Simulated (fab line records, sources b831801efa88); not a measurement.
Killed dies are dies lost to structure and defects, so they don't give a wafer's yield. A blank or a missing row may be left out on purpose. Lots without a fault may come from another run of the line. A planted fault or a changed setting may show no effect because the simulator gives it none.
Chamber matching | flow sky130 | SKY_LI_CONTACT_CMP_02 on cmp-02: 4 sister chambers
The step polishes PSG. 16 wafers are shown with their chamber, then 8 later ones without.

WAFERS WITH THEIR CHAMBER
wafer  | chamber | motor_current_A (A) | time_to_endpoint_s (s) | slurry_flow_ml_min
L857.3 | 0       | 10.7                | 32                     | 149.8
L857.4 | 3       | 9.8                 | 25                     | 150.5
L857.5 | 3       | 10.2                | 25                     | 150.4
L861.1 | 1       | 12.5                | 31                     | 150.4
L861.3 | 3       | 10.2                | 24                     | 149.9
L861.5 | 1       | 12.5                | 33                     | 150.2
L864.3 | 3       | 10.4                | 25                     | 150.4
L864.4 | 1       | 13.2                | 34                     | 150.4
L864.6 | 1       | 13.1                | 36                     | 150.3
L865.1 | 0       | 10.8                | 34                     | 149.1
L865.2 | 1       | 12.2                | 32                     | 149.4
L865.5 | 2       | 14.4                | 31                     | 149.9
L869.2 | 1       | 12.3                | 37                     | 149.9
L869.4 | 2       | 14.7                | 30                     | 149.8
L869.6 | 0       | 11.2                | 35                     | 149.6
L870.1 | 0       | 10.8                | 39                     | 151.2

SIGNATURES (means of the wafers above)
reading            | chamber 0 | chamber 1 | chamber 2 | chamber 3 | scatter within a chamber
motor_current_A    | 10.875    | 12.633    | 14.550    | 10.150    | 0.324
time_to_endpoint_s | 35.00     | 33.83     | 30.50     | 24.75     | 2.12
slurry_flow_ml_min | 149.925   | 150.100   | 149.850   | 150.300   | 0.533
Rule: a wafer's distance from a chamber is the root of the sum, over the readings, of the square of ((its reading less the chamber's mean) divided by the reading's scatter). The wafer belongs to the nearest chamber; if the next one is less than 2 further off, it can't be placed. The scatter: the root of (the sum of the squares of (reading less its chamber's mean) over the shown wafers, divided by (wafers less chambers)).

WAFERS WITHOUT THEIR CHAMBER
wafer  | motor_current_A (A) | time_to_endpoint_s (s) | slurry_flow_ml_min
L870.2 | 10.0                | 28                     | 149.8
L870.4 | 13.1                | 40                     | 150.7
L877.2 | 14.1                | 32                     | 150.7
L877.3 | 10.9                | 34                     | 150.9
L877.6 | 13.4                | 37                     | 149.6
L880.1 | 11.9                | 33                     | 150.3
L880.2 | 13.8                | 30                     | 150.0
L880.6 | 14.6                | 31                     | 150.0

WHICH CHAMBER EACH WENT THROUGH
wafer  | from the rows above     | in truth
L870.2 | 3                       | 3
L870.4 | 1                       | 1
L877.2 | 2                       | 2
L877.3 | 0                       | 0
L877.6 | can't be placed: 1 or 2 | 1
L880.1 | can't be placed: 1 or 0 | 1
L880.2 | can't be placed: 2 or 1 | 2
L880.6 | 2                       | 2
Placed correctly: 5 of 8. Can't be placed from these rows: 3 (the true chamber is among the candidates in 3). Placed wrongly: 0.
